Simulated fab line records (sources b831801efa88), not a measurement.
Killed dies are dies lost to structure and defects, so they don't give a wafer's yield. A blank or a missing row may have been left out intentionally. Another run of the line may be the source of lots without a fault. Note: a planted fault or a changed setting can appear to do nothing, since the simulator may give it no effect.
Comparing a struck lot with a sound one + flow sky130 + 18 out of 708 route steps
Sound: the wafers L912.3, L912.5, L912.6. Struck: wafers L930.2, L930.4. (L930.6 of the same lot was not struck and is left out.) The cause comes at the end.
Per side, at each step with rows, come the tool, then ch with its chambers, and then its first start. Under that, the readings that differ: sound wafers + struck wafers + difference of the means + sigmas: that difference in standard deviations of wafers without a fault.
alike: words and numbers the same on both sides, and readings whose means are apart by under 2 such deviations; not compared: readings that were withheld, readings missing a value for some wafer, numbers with overlapping values and no deviation given by the record, and bounds like >300 which may hide the same value.
The two part at a step that has a row with sigmas, a row that says differs or no value, or rows on one side only. When numbers do not overlap yet have no deviation, they are printed without sigmas and do not part them. Lack of a reading on every wafer of one side parts them only where that side has two or more wafers.

first, 5 steps without rows for these wafers: SKY_VIA4_COAT_06 (resist thk 1140 nm); SKY_VIA4_SOFTBAKE_07 (time 60 s); SKY_VIA4_EXPOSE_08 (exposes mask VIM4, target cd 800 nm); SKY_VIA4_PEB_09; SKY_VIA4_DEVELOP_10 (develop time 60 s).
SKY_VIA4_OVL_MEAS_11:
  sound on overlay-02 at day 42 19:34; struck on overlay-02 at day 47 12:28
  alike: VIA4_OVL
SKY_VIA4_ETCH_12: etches SiO2 in C4F8/O2/Ar, stops on TiN, target depth 580 nm.
  sound on rie_diel-01 ch 2,3, day 42 19:35; struck on rie_diel-02 ch 3, day 47 12:29
  alike: bias_w, oes_product_au
SKY_VIA4_STRIP_13: strips in O2/N2.
  sound on plasma_asher-01 ch 0,1, day 42 19:42; struck on plasma_asher-01 ch 0,1, day 47 12:34
  alike: drypump_motor_current_A, oes_product_au, strip_time_to_endpoint_s
  not compared: rf_hours_counter_h
then, 3 steps without rows for these wafers: SKY_VIA4_STRIP_14 (strips in post etch residue remover, time 1200 s); SKY_VIA4_CLEAN_15 (cleans in IPA, time 180 s); SKY_VIA4_CLEAN_16 (cleans in O3/DIW).
SKY_VIA4_SPUTTER_17: material TiN, target thk 20 nm, time 80 s.
  sound on pvd_sputter-04 at day 42 20:17; struck on pvd_sputter-02 at day 47 13:10
  alike: throttle_valve_pct
SKY_VIA4_CVD_18: deposits W, target thk 505 nm, time 152.14 s.
  sound on cvd_w-02 ch 0,1, day 42 20:25; struck on cvd_w-01 ch 0, day 47 13:13
| reading                            | sound                | struck        | difference | sigmas |
|------------------------------------|----------------------|---------------|------------|--------|
| susceptor_temp_C (C)               | 399.88 399.69 400.41 | 390.70 390.62 | -9.33      | -44    |
| model.W_of_VIA4_CVD_18.thk_nm (nm) | 506.9 507 506.4      | 439.2 440.3   | -67.0      |        |
  alike: chamber_pressure_Torr, heater_power_w
SKY_VIA4_RS_MEAS_19: the measuring method here is four-point-probe.
  sound on film_metro-02 at day 42 20:33; struck on film_metro-02 at day 47 13:23
| reading            | sound                | struck        | difference | sigmas |
|--------------------|----------------------|---------------|------------|--------|
| VIA4_W_RS (ohm/sq) | 0.2260 0.2263 0.2261 | 0.2605 0.2602 | +0.0342    | +16    |
SKY_VIA4_THK_MEAS_20: measures by xrf.
  sound on film_metro-02 at day 42 20:39; struck on film_metro-02 at day 47 13:30
| reading         | sound       | struck  | difference | sigmas |
|-----------------|-------------|---------|------------|--------|
| VIA4_W_THK (nm) | 502 503 500 | 443 441 | -60        | -8     |
SKY_VIA4_CMP_21: polishes, stops on SiO2, t overpolish 25 s, target thk 0 nm.
  sound on cmp-01 ch 0,1,2, day 42 20:50; struck on cmp-01 ch 0,1, day 47 13:33
| reading                | sound       | struck  | difference | sigmas |
|------------------------|-------------|---------|------------|--------|
| time_to_endpoint_s (s) | 129 123 124 | 112 108 | -15        | -4     |
  alike: motor_current_A
SKY_METAL5_SPUTTER_00: material Ti, target thk 15 nm, time 10 s.
  sound on pvd_sputter-01 at day 42 20:59; struck on pvd_sputter-01 at day 47 13:51
  alike: throttle_valve_pct
-- the record jumps here: 2 days lie between the struck wafers' starts before and after (it left off in module METAL5 and takes up again in module PAD_OPEN, whose first step shown is number 708 of the route) --
SKY_PAD_OPEN_PROBE_99:
  sound on prober-01 at day 45 18:58; struck on prober-02 at day 50 01:03
  alike: defect_limited_yield, killed_at_M0_to_M3, killed_at_M4_up, killed_at_contacts, killed_at_front_end, killed_at_other, killed_dies, killed_on_rim, killed_open, killed_short, sort_bin_3_pad_short, sort_bin_5_function, sort_bin_6_memory, sort_n_pass, sort_yield_pct

WHERE THEY PART
Earliest at SKY_VIA4_CVD_18; latest, in this record, at SKY_VIA4_CMP_21. Later steps at which nothing parts them and some readings are alike: SKY_METAL5_SPUTTER_00, SKY_PAD_OPEN_PROBE_99.

WHY: whatever the simulator had introduced
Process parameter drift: cvd_w-01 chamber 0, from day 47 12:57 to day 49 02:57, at SKY_VIA4_CVD_18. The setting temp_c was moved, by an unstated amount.
